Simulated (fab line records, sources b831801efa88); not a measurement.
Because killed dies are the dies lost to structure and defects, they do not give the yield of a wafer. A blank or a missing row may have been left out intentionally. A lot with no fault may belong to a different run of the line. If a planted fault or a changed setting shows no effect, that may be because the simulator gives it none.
8D (eight disciplines) problem report, filled in by code + flow gf180mcu + the parts of the form that need people (team, actions taken, sign-off) are left out

1. WHAT IS WRONG
run_length_s at GF_HV_LDD_CLEAN_51 reads a mean of 72 s on 6 wafers of 2 lots; wafers without a fault read 178 s with a standard deviation of 4. Relative to the usual mean, that is a shift of -26 standard deviations.
The step: cleans in SC1/SC2, time 150 s.
First observed at day 17 14:46: wafer L138.2, on wet_bench-01. At this step, 18 wafers from 6 lots have a number in the record. By rule, "out" or "out of limits" means more than 4 standard deviations away from the usual mean. The rest of the wafers with a number are treated as sound.

2. WHAT IT IS; WHAT IT IS NOT
| question                    | is                     | is not                                                                   |
|-----------------------------|------------------------|--------------------------------------------------------------------------|
| which readings at this step | run_length_s           | -                                                                        |
| which lots                  | L138, L140             | L123, L130, L143, L145                                                   |
| which wafers of those lots  | all that have a number | -                                                                        |
| read on which tools         | wet_bench-01           | wet_bench-02, wet_bench-03                                               |
| when                        | from day 17 14:46      | up to then (6 sound wafers); but 6 sound wafers of L143, L145 came after |

3. THE SUSPECTS, EACH WITH WHAT RULES IT OUT
Counting: a tool at any process step up to the reading remains a suspect when it ran all the lots that are out and ran no sound lot after the first of those.
- wet_bench-01 at GF_HV_LDD_CLEAN_51 (cleans in SC1/SC2, time 150 s): kept. It processed each lot that is out, first L138 at day 17 14:46, and no sound lot thereafter; up to then, the last sound lot it processed was L130 at day 14 17:44. On those wafers its own readings are out: run_length_s.
Remaining after the count: wet_bench-01 at GF_HV_LDD_CLEAN_51.

4. THE CAUSE (what the simulator had put in)
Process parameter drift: wet_bench-01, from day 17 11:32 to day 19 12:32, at GF_HV_LDD_CLEAN_51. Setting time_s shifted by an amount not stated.
After counting, this tool was the only one left.

5. SEQUENCE OF EFFECTS, ordered by route
Rows list readings where the struck wafers' mean (over those with a number) sits beyond 3 standard deviations from the usual. Only readings whose record carries a usual standard deviation are examined. hours: median over the lots of the time between each lot's start at the first step of this table that gives one and its start at this step. sigmas: the change, counted in usual standard deviations.
| hours | step               | reading      | usual | on struck wafers | change | sigmas |
|-------|--------------------|--------------|-------|------------------|--------|--------|
| 0     | GF_HV_LDD_CLEAN_51 | run_length_s | 178 s | 72               | -106   | -26    |
The process steps in it:
- GF_HV_LDD_CLEAN_51: cleans in SC1/SC2, time 150 s.

6. HOW IT WOULD HAVE BEEN CAUGHT EARLIER
In this record the first reading out of limits was taken at day 17 14:46, 3 hours after the fault began at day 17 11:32.
